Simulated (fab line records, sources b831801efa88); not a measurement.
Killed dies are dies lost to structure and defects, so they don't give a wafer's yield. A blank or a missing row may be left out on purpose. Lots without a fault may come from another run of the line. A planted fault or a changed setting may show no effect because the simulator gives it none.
Split-lot experiment | flow sky130 | 5 lots, 23 wafers read, on a route of 708 steps

THE SPLIT
At SKY_CONTACT_SPUTTER_23 (material TiN, target thk 20 nm, time 80 s), the setting chamber_pressure_pa was moved away from the recipe's 5 Pa on 15 of the 23 wafers read, by -6.1% to +6.4%. The other wafers ran this setting at the recipe's value.

The reading is taken at the split's own step.

THE READING
TiN_of_CONTACT_SPUTTER_23.thk_nm (the simulator's own value, which no gauge read), in nm, at SKY_CONTACT_SPUTTER_23 (material TiN, target thk 20 nm, time 80 s). The file gives no usual value for it. The 8 wafers here that ran the recipe average 20.00 nm, standard deviation 0.17 nm.

wafer  | tool, chamber at the split | chamber_pressure_pa as run, Pa | against the recipe | TiN_of_CONTACT_SPUTTER_23.thk_nm, nm | against lot-mates on the recipe
L077.1 | pvd_sputter-04, -          | 5                              | recipe             | 19.74                                | -
L077.4 | pvd_sputter-04, -          | 5                              | recipe             | 20.04                                | -
L077.6 | pvd_sputter-04, -          | 5                              | recipe             | 19.92                                | -
L078.1 | pvd_sputter-04, -          | 5.268                          | +5.4%              | 18.66                                | no lot-mate on the recipe
L078.4 | pvd_sputter-04, -          | 5.268                          | +5.4%              | 18.66                                | no lot-mate on the recipe
L078.2 | pvd_sputter-04, -          | 5.268                          | +5.4%              | 18.85                                | no lot-mate on the recipe
L078.5 | pvd_sputter-04, -          | 5.268                          | +5.4%              | 18.84                                | no lot-mate on the recipe
L078.6 | pvd_sputter-04, -          | 5.268                          | +5.4%              | 18.55                                | no lot-mate on the recipe
L081.1 | pvd_sputter-04, -          | 5.321                          | +6.4%              | 19.16                                | no lot-mate on the recipe
L081.2 | pvd_sputter-04, -          | 5.321                          | +6.4%              | 18.82                                | no lot-mate on the recipe
L081.3 | pvd_sputter-04, -          | 5.321                          | +6.4%              | 18.75                                | no lot-mate on the recipe
L081.4 | pvd_sputter-04, -          | 5.321                          | +6.4%              | 19.18                                | no lot-mate on the recipe
L081.5 | pvd_sputter-04, -          | 5.321                          | +6.4%              | 18.98                                | no lot-mate on the recipe
L083.1 | pvd_sputter-02, -          | 5                              | recipe             | 19.88                                | -
L083.3 | pvd_sputter-02, -          | 5                              | recipe             | 19.83                                | -
L083.4 | pvd_sputter-02, -          | 5                              | recipe             | 20.17                                | -
L083.6 | pvd_sputter-02, -          | 5                              | recipe             | 20.17                                | -
L083.5 | pvd_sputter-02, -          | 5                              | recipe             | 20.26                                | -
L082.2 | pvd_sputter-04, -          | 4.693                          | -6.1%              | 21.15                                | no lot-mate on the recipe
L082.3 | pvd_sputter-04, -          | 4.693                          | -6.1%              | 20.91                                | no lot-mate on the recipe
L082.4 | pvd_sputter-04, -          | 4.693                          | -6.1%              | 21.17                                | no lot-mate on the recipe
L082.5 | pvd_sputter-04, -          | 4.693                          | -6.1%              | 20.81                                | no lot-mate on the recipe
L082.6 | pvd_sputter-04, -          | 4.693                          | -6.1%              | 20.77                                | no lot-mate on the recipe

THE FIT
A straight line over all 23 wafers: TiN_of_CONTACT_SPUTTER_23.thk_nm changes by -0.176 nm for each +1% of chamber_pressure_pa; r = -0.96; the points scatter about the line by 0.24 nm.
Too few moved wafers have a lot-mate on the recipe to fit a line with each lot's own level taken away.

THE FILE'S OWN FIT
TiN_of_CONTACT_SPUTTER_23.thk_nm changes by -0.176 nm for each +1% of chamber_pressure_pa, r = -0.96.
